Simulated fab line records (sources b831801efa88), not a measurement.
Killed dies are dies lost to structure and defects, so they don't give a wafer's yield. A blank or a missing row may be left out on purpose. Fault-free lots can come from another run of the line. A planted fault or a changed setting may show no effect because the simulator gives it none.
2 desks, one fault	flow sfq_line	only its own numbers are on each desk; what lay behind them is given at the end

METROLOGY DESK
Lot by lot, what the gauges showed, no matter which tool ran the lot: averages of those sampled wafers that carry a number. The brackets show how far a lot's mean lies from the usual mean; more than 4 standard deviations puts the lot out of limits, marked OUT.
Columns: A = I7_BOW at SFQ_I7_BOW_MEAS_946, usual 9 um; B = M8_AU_RS at SFQ_M8_RS_MEAS_949, usual 0.1531 ohm/sq
lot	first seen here	A	B
L650	day 64 00:28	20	0.1527
L651	day 64 06:29	6	0.1521
L652	day 64 11:37	10	0.1526
L653	day 64 20:36	16	0.1523
L654	day 65 02:38	15	0.1529
L655	day 65 07:13	10	0.1542
L656	day 65 16:00	24	0.1529
L657	day 66 02:25	25	0.1550
L658	day 66 08:23	16	0.1517
L659	day 66 11:22	17	0.1517
L660	day 70 07:08	7	0.1546
L662	day 70 10:07	-9	0.1531
L663	day 70 17:19	-3	0.1555
L670	day 71 21:50	-2	0.1513
L673	day 72 05:05	-5	0.1561
This desk found nothing out of limits on any of the 15 lots.

THE TOOL OWNER'S DESK: cmp-02
The tool's own readings at SFQ_TRILAYER_I7_CMP_CMP_184 (polishes SiO2): means of the sampled wafers that have a number, for each lot that ran on this tool. The brackets show how far a lot's mean lies from the usual mean; more than 4 standard deviations puts the lot out of limits, marked OUT.
Columns: A = motor_current_A at SFQ_TRILAYER_I7_CMP_CMP_184, usual 10.6 A; B = time_to_endpoint_s at SFQ_TRILAYER_I7_CMP_CMP_184, usual 212 s
lot	first seen here	A	B
L650	day 63 21:28	9.6	215
L651	day 64 03:58	9.9	205
L655	day 65 04:13	10.6	215
L656	day 65 13:00	9.4	209
L657	day 66 00:52	10.3	221
L658	day 66 05:22	9.6	204
L659	day 66 08:22	10.3	209
L660	day 70 04:06	9.6	244 (+4.1) OUT
L662	day 70 07:36	10.3	227
L663	day 70 15:18	10.1	257 (+5.8) OUT
This desk's finding: out of limits on L660, L663; first on L660, day 70 04:06 (time_to_endpoint_s at SFQ_TRILAYER_I7_CMP_CMP_184). Within limits: L650, L651, L655, L656, L657, L658, L659, L662.

TAKEN TOGETHER
An alarm could have come from the tool owner's desk at day 70 04:06, on L660, L663.
Nothing out of limits was seen by the metrology desk.
The metrology desk has L660, L663 on record, within its limits.
All the named lots went through SFQ_TRILAYER_I7_CMP_CMP_184 on cmp-02.

WHAT WAS PUT IN BY THE SIMULATOR
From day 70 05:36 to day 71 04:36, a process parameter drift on cmp-02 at SFQ_TRILAYER_I7_CMP_CMP_184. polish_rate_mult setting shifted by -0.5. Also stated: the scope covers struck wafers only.
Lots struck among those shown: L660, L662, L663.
